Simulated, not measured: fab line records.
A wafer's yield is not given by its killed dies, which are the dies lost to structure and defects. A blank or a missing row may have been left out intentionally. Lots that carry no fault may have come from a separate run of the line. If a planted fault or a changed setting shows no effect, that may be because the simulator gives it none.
A struck lot beside a sound one ; flow sky130 ; 22 out of 708 route steps
Sound: wafers L512.2, L512.3, L512.6. Wafers struck: L514.2, L514.3, L514.6. The cause comes at the end.
For every step that has rows: the tool of each side, followed by ch and its chambers, followed by its first start. Under that, the readings that differ: sound wafers ; struck wafers ; difference of the means ; sigmas: that difference in standard deviations of wafers without a fault.
alike: readings with means less than 2 such deviations apart, plus words and numbers identical on both sides. not compared: withheld readings, readings lacking a value on some wafer, bounds such as >300 that could conceal the same value, and numbers that have no deviation in the record and whose values overlap.
The two part at a step that has a row with sigmas, a row that says differs or no value, or rows on one side only. Numbers that don't overlap but have no deviation are shown without sigmas and don't part them. A reading that every wafer of one side lacks parts them only if that side has two wafers or more.

first, 8 steps without rows for these wafers: SKY_DNWELL_DEHYDRATE_00 (time 60 s); SKY_DNWELL_HMDS_01 (prime time 60 s); SKY_DNWELL_COAT_02 (resist thk 3000 nm); SKY_DNWELL_SOFTBAKE_03; SKY_DNWELL_EXPOSE_04 (exposes mask DNM, target cd 3000 nm); SKY_DNWELL_PEB_05; SKY_DNWELL_DEVELOP_06 (develop time 60 s); SKY_DNWELL_IMPLANT_07.
SKY_DNWELL_STRIP_08: strips in O2/N2.
  sound on plasma_asher-01 ch 0,1, day 3 10:34; struck on plasma_asher-03 ch 0,1, day 3 20:54
  alike: chamber_pressure_mTorr, drypump_motor_current_A, oes_product_au, strip_time_to_endpoint_s
  not compared: rf_hours_counter_h
SKY_DNWELL_TW_MEAS_09:
  sound: film_metro-03 at day 3 10:40; struck: film_metro-03 at day 3 21:01
  alike: DNWELL_TW
then, 2 steps without rows for these wafers: SKY_PWDE_DEHYDRATE_00 (time 60 s); SKY_PWDE_HMDS_01 (prime time 60 s).
SKY_PWDE_COAT_02: resist thk 3000 nm.
  sound on litho_track-02 ch 0, day 3 18:12; struck on litho_track-02 ch 0, day 4 05:51
reading;sound;struck;difference;sigmas
model.coat_of_PWDE_COAT_02.thk_nm (nm);3015 3007 3012;643.7 642.2 642.5;-2368.5;
then, 3 steps without rows for these wafers: SKY_PWDE_SOFTBAKE_03; SKY_PWDE_EXPOSE_04 (exposes mask PWDEM, target cd 840 nm); SKY_PWDE_PEB_05.
SKY_PWDE_DEVELOP_06: develop time 60 s.
  sound on litho_track-02 ch 0; struck on litho_track-02 ch 0
reading;sound;struck;difference;sigmas
model.coat_of_PWDE_COAT_02.thk_nm (nm);3010 3003 3008;639.4 638 638.2;-2368.5;
SKY_PWDE_OVL_MEAS_07:
  sound: overlay-02 at day 4 03:29; struck: overlay-01 at day 4 14:38
  alike: PWDE_OVL
following that, these wafers have no rows for 1 step: SKY_PWDE_IMPLANT_08.
SKY_PWDE_STRIP_09: strips in O2/N2.
  sound on plasma_asher-02 ch 0,1, day 4 03:40; struck on plasma_asher-04 ch 0,1, day 4 14:49
reading;sound;struck;difference;sigmas
oes_product_au (a.u.);0.730 0.720 0.724;0.606 0.599 0.605;-0.121;-25
strip_time_to_endpoint_s (s);37.09 36.97 37.05;8.93 8.90 8.92;-28.12;-99 or more
  alike: chamber_pressure_mTorr, drypump_motor_current_A
  not compared: rf_hours_counter_h
SKY_PWDE_TW_MEAS_10:
  sound: film_metro-03 at day 4 03:46; struck: film_metro-04 at day 4 14:55
  alike: PWDE_TW
-- the record jumps here: 42 days lie between the struck wafers' starts before and after (it left off in module PWDE and takes up again in module PAD_OPEN, whose first step shown is number 708 of the route) --
SKY_PAD_OPEN_PROBE_99:
  sound: prober-01 at day 46 08:43; struck: prober-01 at day 46 22:32
reading;sound;struck;difference;sigmas
killed_at_front_end;12 15 10;415 415 416;+403;+90
killed_dies;93 88 83;492 492 492;+404;+48
killed_on_rim;22 18 17;96 96 96;+77;+19
  alike: killed_at_M0_to_M3, killed_at_M4_up, killed_at_contacts, killed_at_other, killed_open, killed_short

WHERE THEY PART
Last at SKY_PAD_OPEN_PROBE_99 as far as this record goes, first at SKY_PWDE_STRIP_09.

WHY: what the simulator had put in
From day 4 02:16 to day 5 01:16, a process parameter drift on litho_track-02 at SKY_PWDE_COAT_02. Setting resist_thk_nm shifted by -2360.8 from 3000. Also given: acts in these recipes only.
